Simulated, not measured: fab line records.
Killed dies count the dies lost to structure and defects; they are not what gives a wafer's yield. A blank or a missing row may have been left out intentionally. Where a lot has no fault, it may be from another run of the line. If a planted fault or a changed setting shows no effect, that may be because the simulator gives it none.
fab line records -- flow sky130
record: lots: 6, wafers: 18, last_day: 49
route steps=708 shown METAL3@561 VIA3@573 PAD_OPEN@708
lots that met no fault: from a run of the same line without faults
start_h: hours from the record's first day to the start of the lot's first wafer shown -- wait_h: time in hours since the lot's previous step -- " repeats the value in the row above -- L1.1+2: a row that stands for several wafers -- - no value, or no start given -- * or withheld: withheld -- < > ~ a bound
route shown NAME@n: names a module that has steps shown in the file, with the first one's number in the route -- usual: mean and standard deviation over wafers with no fault -- same: alike in all rows -- chamber/n: place in a boat -- sites: readings site by site -- _std_site: their standard deviation -- _edge_site: the outer-site mean with the inner-site mean subtracted -- radius_mm: how far each site lies from the wafer's centre -- mask NAME#n: copy n -- behind: the most recent tool/chamber to have shaped the wafer -- hold: why the lot was held/for how many hours/how that ended -- device: names the non-switching transistor (n, p or np) -- end of line: tests of these same wafers at the route's end -- a step with no rows: only its recipe -- killed: not the wafer's yield, but the dies lost to structure and defects at the first sort -- map: the dies of a wafer, with x for killed, . for not killed, _ for no die there
set.NAME: setting as actually run; set.NAME@STEP: the setting as run at that earlier step -- model.NAME: the simulator's own value behind a step, which no gauge read
lots at selected steps of the route; one table per step, one row per wafer
services: the hour from which a tool's chamber was out of use, counted from the record's first day as start_h (under 0 if before that day), plus the number of hours and why
== steps ==
step: SKY_METAL3_PEB_11
recipe: peb_temp_c: withheld, peb_time_s: withheld, resist: KrF-thick
step: SKY_METAL3_DEVELOP_12
recipe: develop_time_s: 60, resist: KrF-thick, dev_temp_c: 21
step: SKY_METAL3_CD_MEAS_13
recipe: target_cd_nm: 300
usual: cd_nm: 300.3/1.7
lot.wafer,tool,chamber,start_h,wait_h,cd_nm
L361.2,cd_sem-02,-,926.51,-,303.0
L361.4,cd_sem-02,-,926.51,-,302.9
L361.6,cd_sem-02,-,926.51,-,301.9
L366.1,cd_sem-02,-,966.79,-,299.3
L366.3,cd_sem-02,-,966.79,-,300.0
L366.5,cd_sem-02,-,966.79,-,298.4
L368.1,cd_sem-01,-,977.06,-,299.5
L368.2,cd_sem-01,-,977.06,-,297.5
L368.6,cd_sem-01,-,977.06,-,298.5
L370.1,cd_sem-02,-,991.24,-,298.5
L370.2,cd_sem-02,-,991.24,-,299.0
L370.3,cd_sem-02,-,991.24,-,300.0
L371.2,cd_sem-01,-,994.66,-,299.3
L371.3,cd_sem-01,-,994.66,-,297.8
L371.5,cd_sem-01,-,994.66,-,299.1
L376.1,cd_sem-01,-,1031.16,-,302.4
L376.3,cd_sem-01,-,1031.16,-,302.4
L376.6,cd_sem-01,-,1031.16,-,302.1
step: SKY_METAL3_OVL_MEAS_14
usual: METAL3_OVL: 1/7
lot.wafer,tool,chamber,start_h,wait_h,METAL3_OVL[nm]
L361.2,overlay-01,-,926.61,0.1,1
L361.4,overlay-01,-,926.61,0.1,1
L361.6,overlay-01,-,926.61,0.1,5
L366.1,overlay-01,-,966.91,0.1,-1
L366.3,overlay-01,-,966.91,0.1,5
L366.5,overlay-01,-,966.91,0.1,3
L368.1,overlay-01,-,977.18,0.1,10
L368.2,overlay-01,-,977.18,0.1,11
L368.6,overlay-01,-,977.18,0.1,11
L370.1,overlay-02,-,991.36,0.1,4
L370.2,overlay-02,-,991.36,0.1,7
L370.3,overlay-02,-,991.36,0.1,7
L371.2,overlay-02,-,994.76,0.1,11
L371.3,overlay-02,-,994.76,0.1,5
L371.5,overlay-02,-,994.76,0.1,8
L376.1,overlay-02,-,1031.28,0.1,-1
L376.3,overlay-02,-,1031.28,0.1,-2
L376.6,overlay-02,-,1031.28,0.1,0
step: SKY_METAL3_DESCUM_15
recipe: chemistry: O2, source_power_w: 150, bias_power_w: 0, pressure_mtorr: 10, temp_c: 40, time_s: 8
step: SKY_METAL3_ETCH_16
recipe: chemistry: N2/H2, target: BARC, ion_energy_ev: 200, bias_w: 100, pressure_mtorr: 30, n2_flow_sccm: 100, h2_flow_sccm: 200, icp_w: 500, stop_on: SiO2, time_s: 88.2, target_depth_a: 600
usual: drypump_motor_current_A: 5.70/0.26, he_backside_leak_sccm: 3.4/0.47, oes_product_au: 0.626/0.0046, throttle_valve_pct: 13.206/0.0094
lot.wafer,tool,chamber,start_h,wait_h,drypump_motor_current_A,he_backside_leak_sccm,oes_product_au,rf_hours_counter_h,throttle_valve_pct
L361.2,rie_metal-03,1,926.68,0.0,5.60,3.0,0.629,10,13.208
L361.4,rie_metal-03,0,926.68,0.0,5.63,3.5,0.633,-,13.206
L361.6,rie_metal-03,1,926.68,0.0,5.61,3.1,0.621,-,13.192
L366.1,rie_metal-03,1,966.98,0.0,5.63,3.0,0.627,12,13.212
L366.3,rie_metal-03,0,966.98,0.0,5.62,3.7,0.619,-,13.203
L366.5,rie_metal-03,1,966.98,0.0,5.62,3.1,0.624,-,13.187
L368.1,rie_metal-03,1,977.25,0.0,5.62,3.2,0.622,12,13.201
L368.2,rie_metal-03,0,977.25,0.0,5.63,3.1,0.630,10,13.210
L368.6,rie_metal-03,1,977.25,0.0,5.64,3.1,0.626,-,13.199
L370.1,rie_metal-02,1,991.43,0.0,5.47,3.3,0.617,11,13.221
L370.2,rie_metal-02,0,991.43,0.0,5.65,3.0,0.638,21,13.178
L370.3,rie_metal-02,0,991.43,0.0,5.67,3.2,0.623,-,13.194
L371.2,rie_metal-03,0,994.83,0.0,5.63,3.6,0.626,11,13.199
L371.3,rie_metal-03,1,994.83,0.0,5.60,3.4,0.624,-,13.214
L371.5,rie_metal-03,1,994.83,0.0,5.61,3.2,0.625,-,13.193
L376.1,rie_metal-02,1,1031.38,0.1,5.46,3.2,0.624,13,13.208
L376.3,rie_metal-02,1,1031.38,0.1,5.47,3.0,0.623,-,13.210
L376.6,rie_metal-02,1,1031.38,0.1,5.45,3.2,0.617,-,13.207
step: SKY_METAL3_ETCH_17
recipe: target: SiO2, stop_on: TiN, chemistry: C4F8/O2/Ar, source_w: 1500, bias_w: 1200, pressure_mtorr: 40, c4f8_flow_sccm: withheld, O2_flow_sccm: 6, Ar_flow_sccm: 300, time_s: 3.9, target_depth_a: 150
usual: oes_product_au: 0.752/0.0081
lot.wafer,tool,chamber,start_h,wait_h,oes_product_au,rf_hours_counter_h
L361.2,rie_diel-01,3,926.77,0.1,0.747,2
L361.4,rie_diel-01,0,926.77,0.1,0.756,3
L361.6,rie_diel-01,0,926.77,0.1,0.751,-
L366.1,rie_diel-02,3,967.07,0.1,0.758,2
L366.3,rie_diel-02,2,967.07,0.1,0.752,1
L366.5,rie_diel-02,3,967.07,0.1,0.756,-
L368.1,rie_diel-02,3,977.35,0.1,0.742,2
L368.2,rie_diel-02,2,977.35,0.1,0.751,1
L368.6,rie_diel-02,3,977.35,0.1,0.757,-
L370.1,rie_diel-03,2,991.53,0.1,0.750,11
L370.2,rie_diel-03,0,991.53,0.1,0.754,7
L370.3,rie_diel-03,3,991.53,0.1,0.754,10
L371.2,rie_diel-03,2,994.93,0.1,0.748,12
L371.3,rie_diel-03,0,994.93,0.1,0.755,7
L371.5,rie_diel-03,3,994.93,0.1,0.766,-
L376.1,rie_diel-01,2,1031.58,0.2,0.746,16
L376.3,rie_diel-01,1,1031.58,0.2,0.758,25
L376.6,rie_diel-01,0,1031.58,0.2,0.757,-
step: SKY_METAL3_METAL_ETCH_18
recipe: target_depth_a: 8450, stop_on: SiO2, over_etch_frac: 0.3, time_s: 183.1, chemistry: Cl2/BCl3, resist_sidewall_deg: 88, pressure_mtorr: 10, icp_w: 900, bias_w: 48.5, Cl2_flow_sccm: 60, bcl3_flow_sccm: 30
usual: drypump_motor_current_A: 5.65/0.23, he_backside_leak_sccm: 3.23/0.17, oes_product_au: 0.864/0.0056, throttle_valve_pct: 22.263/0.0087
lot.wafer,tool,chamber,start_h,wait_h,drypump_motor_current_A,he_backside_leak_sccm,oes_product_au,rf_hours_counter_h,throttle_valve_pct
L361.2,rie_metal-04,0,926.79,0.0,6.18,3.14,0.869,7,22.260
L361.4,rie_metal-04,1,926.79,0.0,5.47,3.53,0.852,-,22.270
L361.6,rie_metal-04,1,926.79,0.0,5.48,3.49,0.866,-,22.270
L366.1,rie_metal-02,1,967.09,0.0,5.44,2.95,0.860,9,22.259
L366.3,rie_metal-02,1,967.09,0.0,5.45,3.06,0.873,-,22.255
L366.5,rie_metal-02,0,967.09,0.0,5.69,3.06,0.854,-,22.269
L368.1,rie_metal-02,1,977.37,0.0,5.45,3.22,0.862,10,22.252
L368.2,rie_metal-02,0,977.37,0.0,5.69,3.08,0.858,20,22.267
L368.6,rie_metal-02,1,977.37,0.0,5.45,3.05,0.866,-,22.264
L370.1,rie_metal-04,0,991.54,0.0,6.12,3.16,0.859,11,22.264
L370.2,rie_metal-04,1,991.54,0.0,5.43,3.43,0.862,21,22.250
L370.3,rie_metal-04,0,991.54,0.0,6.11,3.36,0.858,-,22.288
L371.2,rie_metal-02,0,994.94,0.0,5.69,3.18,0.870,21,22.269
L371.3,rie_metal-02,0,994.94,0.0,5.67,3.26,0.858,-,22.268
L371.5,rie_metal-02,0,994.94,0.0,5.67,3.28,0.858,-,22.257
L376.1,rie_metal-03,1,1031.60,0.0,5.59,3.12,0.866,16,22.249
L376.3,rie_metal-03,0,1031.60,0.0,5.61,3.22,0.866,-,22.258
L376.6,rie_metal-03,0,1031.60,0.0,5.60,3.40,0.870,-,22.272
step: SKY_METAL3_STRIP_19
recipe: chemistry: O2/N2, power_w: 1400, pressure_mtorr: 1500, platen_temp_c: withheld, o2_flow_sccm: 3000, n2_flow_sccm: 300, overash_fraction: 0.5
usual: drypump_motor_current_A: 5.7/0.57, oes_product_au: 0.502/0.0053, strip_time_to_endpoint_s: 6.53/0.068
lot.wafer,tool,chamber,start_h,wait_h,drypump_motor_current_A,oes_product_au,rf_hours_counter_h,strip_time_to_endpoint_s
L361.2,plasma_asher-03,0,926.97,0.1,6.0,0.504,115,6.58
L361.4,plasma_asher-03,1,926.97,0.1,6.0,0.503,-,6.45
L361.6,plasma_asher-03,1,926.97,0.1,6.0,0.505,-,6.53
L366.1,plasma_asher-01,0,967.27,0.1,4.8,0.498,45,6.47
L366.3,plasma_asher-01,0,967.27,0.1,4.9,0.500,-,6.47
L366.5,plasma_asher-01,1,967.27,0.1,5.0,0.503,-,6.46
L368.1,plasma_asher-02,0,977.55,0.1,5.8,0.500,24,6.46
L368.2,plasma_asher-02,1,977.55,0.1,6.5,0.494,24,6.51
L368.6,plasma_asher-02,0,977.55,0.1,5.8,0.495,-,6.47
L370.1,plasma_asher-03,0,991.72,0.1,6.0,0.504,122,6.62
L370.2,plasma_asher-03,1,991.72,0.1,6.0,0.492,122,6.48
L370.3,plasma_asher-03,0,991.72,0.1,6.0,0.511,-,6.65
L371.2,plasma_asher-01,0,995.12,0.1,4.8,0.501,47,6.45
L371.3,plasma_asher-01,0,995.12,0.1,4.9,0.504,-,6.44
L371.5,plasma_asher-01,1,995.12,0.1,5.0,0.497,-,6.43
L376.1,plasma_asher-01,1,1031.77,0.1,5.0,0.504,50,6.54
L376.3,plasma_asher-01,1,1031.77,0.1,5.0,0.501,-,6.58
L376.6,plasma_asher-01,1,1031.77,0.1,5.0,0.498,-,6.61
step: SKY_METAL3_STRIP_20
recipe: chemistry: post_etch_residue_remover, time_s: 1200, temp_c: 72.5
step: SKY_METAL3_CLEAN_21
recipe: chemistry: IPA, time_s: 180, temp_c: 25
step: SKY_METAL3_CLEAN_22
recipe: chemistry: O3/DIW, dry: n2_spin
step: SKY_VIA3_HDPCVD_00
recipe: material: SiO2, target_thk_nm: 1635, sigma_open_frac: 0.3, time_s: 284.1, temp_c: 400, sih4_flow_sccm: 60, pressure_mtorr: 6
usual: pressure_mtorr: 6.001/0.013
lot.wafer,tool,chamber,start_h,wait_h,pressure_mtorr,model.SiO2_of_VIA3_HDPCVD_00.thk_nm
L361.2,hdpcvd-01,0,927.64,0.0,5.990,1688
L361.4,hdpcvd-01,2,927.64,0.0,5.995,1694
L361.6,hdpcvd-01,0,927.64,0.0,6.006,1690
L366.1,hdpcvd-02,2,967.86,0.0,6.013,1700
L366.3,hdpcvd-02,2,967.86,0.0,5.996,1689
L366.5,hdpcvd-02,2,967.86,0.0,6.001,1705
L368.1,hdpcvd-02,1,978.19,0.0,5.993,1720
L368.2,hdpcvd-02,0,978.19,0.0,5.975,1014
L368.6,hdpcvd-02,0,978.19,0.0,5.985,1028
L370.1,hdpcvd-01,2,992.32,0.0,6.005,1688
L370.2,hdpcvd-01,1,992.32,0.0,6.000,1712
L370.3,hdpcvd-01,0,992.32,0.0,6.013,1697
L371.2,hdpcvd-02,0,995.75,0.0,5.987,1012
L371.3,hdpcvd-02,2,995.75,0.0,5.982,1711
L371.5,hdpcvd-02,0,995.75,0.0,6.009,1020
L376.1,hdpcvd-01,1,1032.43,0.0,5.991,1691
L376.3,hdpcvd-01,0,1032.43,0.0,5.993,1707
L376.6,hdpcvd-01,1,1032.43,0.0,6.005,1711
step: SKY_VIA3_THK_MEAS_01
recipe: reads: SiO2_of_VIA3_HDPCVD_00
usual: VIA3_HDPCVD_THK: 1700/17
lot.wafer,tool,chamber,start_h,wait_h,hold,VIA3_HDPCVD_THK[nm]
L361.2,film_metro-01,-,927.91,0.2,-,1689
L361.4,film_metro-01,-,927.91,0.2,-,1694
L361.6,film_metro-01,-,927.91,0.2,-,1690
L366.1,film_metro-01,-,968.12,0.2,-,1700
L366.3,film_metro-01,-,968.12,0.2,-,1690
L366.5,film_metro-01,-,968.12,0.2,-,1706
L368.1,film_metro-01,-,978.35,0.1,await_dispo/0.2h/release,1720
L368.2,film_metro-01,-,978.35,0.1,await_dispo/0.2h/release,1014
L368.6,film_metro-01,-,978.35,0.1,await_dispo/0.2h/release,1028
L368.1,film_metro-01,-,978.68,0.3,-,1719
L368.2,film_metro-01,-,978.68,0.3,-,1014
L368.6,film_metro-01,-,978.68,0.3,-,1028
L370.1,film_metro-02,-,992.49,0.1,-,1688
L370.2,film_metro-02,-,992.49,0.1,-,1713
L370.3,film_metro-02,-,992.49,0.1,-,1698
L371.2,film_metro-01,-,995.93,0.1,await_dispo/0.2h/release,1013
L371.3,film_metro-01,-,995.93,0.1,await_dispo/0.2h/release,1710
L371.5,film_metro-01,-,995.93,0.1,await_dispo/0.2h/release,1021
L371.2,film_metro-01,-,996.15,0.2,-,1012
L371.3,film_metro-01,-,996.15,0.2,-,1710
L371.5,film_metro-01,-,996.15,0.2,-,1019
L376.1,film_metro-04,-,1032.60,0.1,-,1690
L376.3,film_metro-04,-,1032.60,0.1,-,1707
L376.6,film_metro-04,-,1032.60,0.1,-,1711
step: SKY_VIA3_CMP_02
recipe: material: SiO2, down_force_psi: 4, platen_rpm: 60, pad_velocity_m_s: 0.94248
usual: motor_current_A: 11.5/1.1, platen_rpm: 60.00/0.043
lot.wafer,tool,chamber,start_h,wait_h,hold,motor_current_A,platen_rpm
L361.4,cmp-01,2,927.96,0.0,-,10.4,60.00
L361.2,cmp-01,1,927.96,0.0,-,13.6,60.04
L361.6,cmp-01,2,927.96,0.0,-,11.0,60.01
L366.1,cmp-02,3,968.18,0.1,-,11.2,60.00
L366.3,cmp-02,1,968.18,0.1,-,11.8,60.00
L366.5,cmp-02,0,968.18,0.1,-,10.8,59.95
L368.2,cmp-02,1,979.78,1.1,await_dispo/0.8h/release,11.6,59.96
L368.1,cmp-02,3,979.78,1.1,await_dispo/0.8h/release,11.5,60.01
L368.6,cmp-02,1,979.78,1.1,await_dispo/0.8h/release,12.0,59.96
L370.1,cmp-02,3,992.55,0.1,-,12.1,60.02
L370.2,cmp-02,0,992.55,0.1,-,11.0,59.97
L370.3,cmp-02,2,992.55,0.1,-,10.3,60.08
L371.3,cmp-01,1,999.52,3.3,await_dispo/3.3h/release,13.5,60.07
L371.2,cmp-01,3,999.52,3.3,await_dispo/3.3h/release,14.1,59.97
L371.5,cmp-01,0,999.52,3.3,await_dispo/3.3h/release,10.7,60.03
L376.3,cmp-02,0,1032.66,0.0,-,10.7,59.90
L376.1,cmp-02,1,1032.66,0.0,-,10.8,59.97
L376.6,cmp-02,0,1032.66,0.0,-,11.0,60.03
step: SKY_PAD_OPEN_PROBE_99
usual: defect_limited_yield: 82.6/2.1, killed_at_M0_to_M3: 42/7.6, killed_at_M4_up: 3.4/2, killed_at_contacts: 24/5.9, killed_at_front_end: 16/4.5, killed_at_other: 0.4/0.58, killed_dies: 86/10, killed_open: 47/7.6, killed_short: 39/6.7
same: gross_dies: 492, killed_at_back_side: 0
lot.wafer,tool,chamber,start_h,wait_h,defect_limited_yield[%],killed_at_M0_to_M3,killed_at_M4_up,killed_at_contacts,killed_at_front_end,killed_at_other,killed_dies,killed_open,killed_short,model.etest.tester.sort_n_pass,model.etest.tester.sort_yield_pct,model.etest.tester.sort_bin_3_pct,model.etest.met4_comb.leak_log10_a_um,model.etest.tester.sort_bin_8_pct
L361.2,prober-02,-,1096.83,0.1,81.1,41,2,30,19,1,93,46,46,399,81.1,0.4065,-11.82,0
L361.4,prober-02,-,1096.93,0.2,82.3,46,3,26,12,0,87,51,34,405,82.32,0.2033,-12.07,0
L361.6,prober-02,-,1097.03,0.2,78.7,41,8,31,24,1,105,54,47,387,78.66,1.423,-11.95,0
L366.1,prober-02,-,1130.08,0.1,78.9,64,0,21,18,1,104,55,49,388,78.86,1.016,-11.84,0
L366.3,prober-02,-,1130.18,0.2,81.3,39,4,31,17,1,92,55,36,400,81.3,0.6098,-11.85,0
L366.5,prober-02,-,1130.28,0.2,86.4,34,4,21,6,2,67,38,27,425,86.38,1.22,-12.11,0
L368.1,prober-02,-,1137.53,0.1,83.5,30,1,27,22,1,81,42,39,411,83.54,1.016,-11.97,0
L368.2,prober-02,-,1137.58,0.1,83.3,47,3,22,9,1,82,42,40,217,44.11,40.04,-6.96,1.904e-07
L368.6,prober-02,-,1137.78,0.2,83.1,44,3,22,14,0,83,46,35,220,44.72,39.02,-7.135,0.0004382
L370.1,prober-02,-,1149.29,0.1,81.9,46,3,26,13,1,89,58,31,403,81.91,1.016,-11.94,0
L370.2,prober-02,-,1149.34,0.1,83.5,34,2,25,20,0,81,49,32,411,83.54,0.6098,-12.05,0
L370.3,prober-02,-,1149.39,0.2,81.5,49,5,23,14,0,91,46,45,401,81.5,0.6098,-12.12,0
L371.2,prober-02,-,1151.03,0.1,82.1,47,4,24,13,0,88,38,50,226,45.94,36.79,-7.222,1.691e-06
L371.3,prober-02,-,1151.08,0.2,82.5,35,9,25,17,0,86,47,39,406,82.52,0.813,-12.03,0
L371.5,prober-02,-,1151.18,0.2,81.7,37,6,29,18,0,90,54,36,216,43.9,39.84,-6.954,0.0001474
L376.1,prober-02,-,1179.83,0.1,80.9,42,6,31,15,0,94,55,39,398,80.89,0.4065,-12.01,0
L376.3,prober-02,-,1179.93,0.2,81.7,48,1,18,23,0,90,52,38,402,81.71,0.813,-11.99,0
L376.6,prober-02,-,1180.08,0.2,83.5,39,2,27,13,0,81,37,44,411,83.54,1.626,-11.9,0
killed by level:class
L361.2 LI_CONTACT:geometric_particle:open=12 VIA3:geometric_particle:open=9 VIA1:geometric_particle:open=8 METAL2:geometric_particle:short=6 LOCAL_INTERCONNECT:geometric_particle:short=6 POLY_GATE:geometric_particle:short=5 LI_CONTACT:geometric_particle:short=5 CONTACT:geometric_particle:open=5
L361.4 CONTACT:geometric_particle:open=11 VIA1:geometric_particle:open=10 VIA3:geometric_particle:open=8 VIA2:geometric_particle:open=6 LI_CONTACT:geometric_particle:open=5 CONTACT:geometric_particle:short=5 VIA3:geometric_particle:short=5 FIELD_ISO:geometric_particle:open=4
L361.6 CONTACT:geometric_particle:open=11 VIA1:geometric_particle:open=11 VIA3:geometric_particle:open=9 FIELD_ISO:geometric_particle:short=7 LOCAL_INTERCONNECT:geometric_particle:short=6 POLY_GATE:geometric_particle:short=5 POLY_GATE:geometric_particle:open=5 LI_CONTACT:geometric_particle:open=5
L366.1 VIA1:geometric_particle:open=15 METAL2:geometric_particle:short=8 VIA3:geometric_particle:open=8 LI_CONTACT:geometric_particle:open=7 CONTACT:geometric_particle:open=7 VIA2:geometric_particle:open=7 FIELD_ISO:geometric_particle:short=6 VIA3:geometric_particle:short=6
L366.3 CONTACT:geometric_particle:open=16 VIA1:geometric_particle:open=11 VIA3:geometric_particle:open=8 POLY_GATE:geometric_particle:open=6 LOCAL_INTERCONNECT:geometric_particle:short=5 CONTACT:geometric_particle:short=5 VIA2:geometric_particle:open=5 FIELD_ISO:geometric_particle:short=4
L366.5 VIA1:geometric_particle:open=9 LI_CONTACT:geometric_particle:open=7 CONTACT:geometric_particle:open=7 VIA2:geometric_particle:open=6 METAL2:geometric_particle:short=4 VIA1:geometric_particle:short=3 CONTACT:geometric_particle:short=3 METAL4:geometric_particle:short=3
L368.1 CONTACT:geometric_particle:open=11 POLY_GATE:geometric_particle:short=7 VIA3:geometric_particle:open=7 LI_CONTACT:geometric_particle:open=6 VIA1:geometric_particle:open=6 FIELD_ISO:geometric_particle:short=5 FIELD_ISO:geometric_particle:open=5 METAL2:geometric_particle:short=5
L368.2 VIA1:geometric_particle:open=9 CONTACT:geometric_particle:open=8 LOCAL_INTERCONNECT:geometric_particle:short=7 METAL2:geometric_particle:short=6 LI_CONTACT:geometric_particle:open=6 METAL1:geometric_particle:short=6 VIA2:geometric_particle:open=6 VIA1:geometric_particle:short=4
L368.6 VIA1:geometric_particle:open=13 VIA2:geometric_particle:open=7 METAL2:geometric_particle:short=7 FIELD_ISO:geometric_particle:open=5 POLY_GATE:geometric_particle:open=5 CONTACT:geometric_particle:short=5 CONTACT:geometric_particle:open=5 VIA1:geometric_particle:short=5
L370.1 VIA1:geometric_particle:open=14 CONTACT:geometric_particle:open=10 VIA2:geometric_particle:open=8 LI_CONTACT:geometric_particle:open=5 VIA1:geometric_particle:short=5 VIA3:geometric_particle:short=5 POLY_GATE:geometric_particle:open=4 CONTACT:geometric_particle:short=4
L370.2 LI_CONTACT:geometric_particle:open=10 CONTACT:geometric_particle:open=10 VIA1:geometric_particle:open=7 VIA3:geometric_particle:open=6 FIELD_ISO:geometric_particle:short=5 POLY_GATE:geometric_particle:short=5 VIA1:geometric_particle:short=5 VIA2:geometric_particle:open=4
L370.3 VIA1:geometric_particle:open=10 CONTACT:geometric_particle:open=10 METAL2:geometric_particle:short=10 VIA3:geometric_particle:open=7 VIA2:geometric_particle:open=7 FIELD_ISO:geometric_particle:short=4 CONTACT:geometric_particle:short=4 VIA1:geometric_particle:short=4
L371.2 VIA2:geometric_particle:open=9 VIA1:geometric_particle:open=9 VIA1:geometric_particle:short=8 METAL2:geometric_particle:short=8 LOCAL_INTERCONNECT:geometric_particle:short=7 LI_CONTACT:geometric_particle:open=6 FIELD_ISO:geometric_particle:short=5 METAL1:geometric_particle:short=5
L371.3 CONTACT:geometric_particle:open=12 VIA1:geometric_particle:open=9 VIA3:geometric_particle:open=7 POLY_GATE:geometric_particle:short=6 LI_CONTACT:geometric_particle:open=6 METAL4:geometric_particle:short=6 FIELD_ISO:geometric_particle:open=4 METAL2:geometric_particle:short=4
L371.5 CONTACT:geometric_particle:open=14 VIA1:geometric_particle:open=10 VIA2:geometric_particle:open=9 CONTACT:geometric_particle:short=7 VIA3:geometric_particle:open=6 POLY_GATE:geometric_particle:short=4 VIA1:geometric_particle:short=4 METAL4:geometric_particle:short=4
L376.1 CONTACT:geometric_particle:open=10 VIA1:geometric_particle:open=9 VIA2:geometric_particle:open=9 POLY_GATE:geometric_particle:open=7 LI_CONTACT:geometric_particle:open=7 VIA3:geometric_particle:open=7 METAL4:geometric_particle:short=6 LOCAL_INTERCONNECT:geometric_particle:short=6
L376.3 VIA1:geometric_particle:open=10 FIELD_ISO:geometric_particle:short=9 VIA3:geometric_particle:open=9 FIELD_ISO:geometric_particle:open=7 CONTACT:geometric_particle:open=7 LI_CONTACT:geometric_particle:open=6 METAL2:geometric_particle:short=6 VIA2:geometric_particle:open=5
L376.6 CONTACT:geometric_particle:open=9 METAL2:geometric_particle:short=8 CONTACT:geometric_particle:short=7 VIA1:geometric_particle:open=7 VIA2:geometric_particle:open=7 LI_CONTACT:geometric_particle:open=6 METAL1:geometric_particle:short=5 FIELD_ISO:geometric_particle:open=4
== services ==
tool,chamber,start_h,hours,kind
cmp-02,-,905.63,22.8,pm
plasma_asher-03,-,908.67,0.4,repair
cmp-01,-,912.29,4.0,pm
rie_diel-01,0,920.33,3.3,repair
rie_diel-03,-,923.93,19.5,repair
hdpcvd-01,1,927.54,11.4,repair
rie_diel-02,1,938.01,9.5,repair
rie_diel-03,-,942.36,2.3,repair
hdpcvd-01,0,942.88,4.9,repair
cmp-01,-,945.81,3.7,repair
rie_metal-03,1,947.00,2.8,repair
hdpcvd-02,0,948.66,26.8,repair
hdpcvd-01,-,950.25,15.0,pm
cmp-01,-,959.13,0.3,repair
hdpcvd-02,2,963.78,2.0,repair
cmp-01,-,966.18,3.9,repair
plasma_asher-01,-,983.19,2.0,repair
rie_diel-01,3,984.07,2.1,repair
plasma_asher-01,-,985.22,3.9,repair
plasma_asher-03,-,989.98,0.9,repair
rie_diel-01,-,991.41,0.4,repair
hdpcvd-01,-,996.03,5.5,pm
plasma_asher-03,-,996.05,0.3,repair
rie_metal-04,-,1028.83,5.8,repair
== key ==
first_sign: step: SKY_VIA3_THK_MEAS_01, reading: visit, direction: added
effect: step: SKY_VIA3_THK_MEAS_01, reading: VIA3_HDPCVD_THK, direction: down, sigmas: 40, usual: 1700, struck: 1019
model_effect: step: SKY_VIA3_HDPCVD_00, value: SiO2_of_VIA3_HDPCVD_00.thk_nm, without: 1712, struck: 1019
model_effect: step: SKY_PAD_OPEN_PROBE_99, value: etest.tester.sort_n_pass, without: 406.2, struck: 219.8
met_at SKY_VIA3_HDPCVD_00
struck_wafers L368.2,L368.6,L371.2,L371.5
fault: kind: process_parameter_drift, tool: hdpcvd-02, chamber: 0, onset_h: 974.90, steps: SKY_VIA3_HDPCVD_00, channel: target_thk_nm, offset: -665.2, shape: step, end_h: 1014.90, acts_in: these_recipes_only, stated: 1635
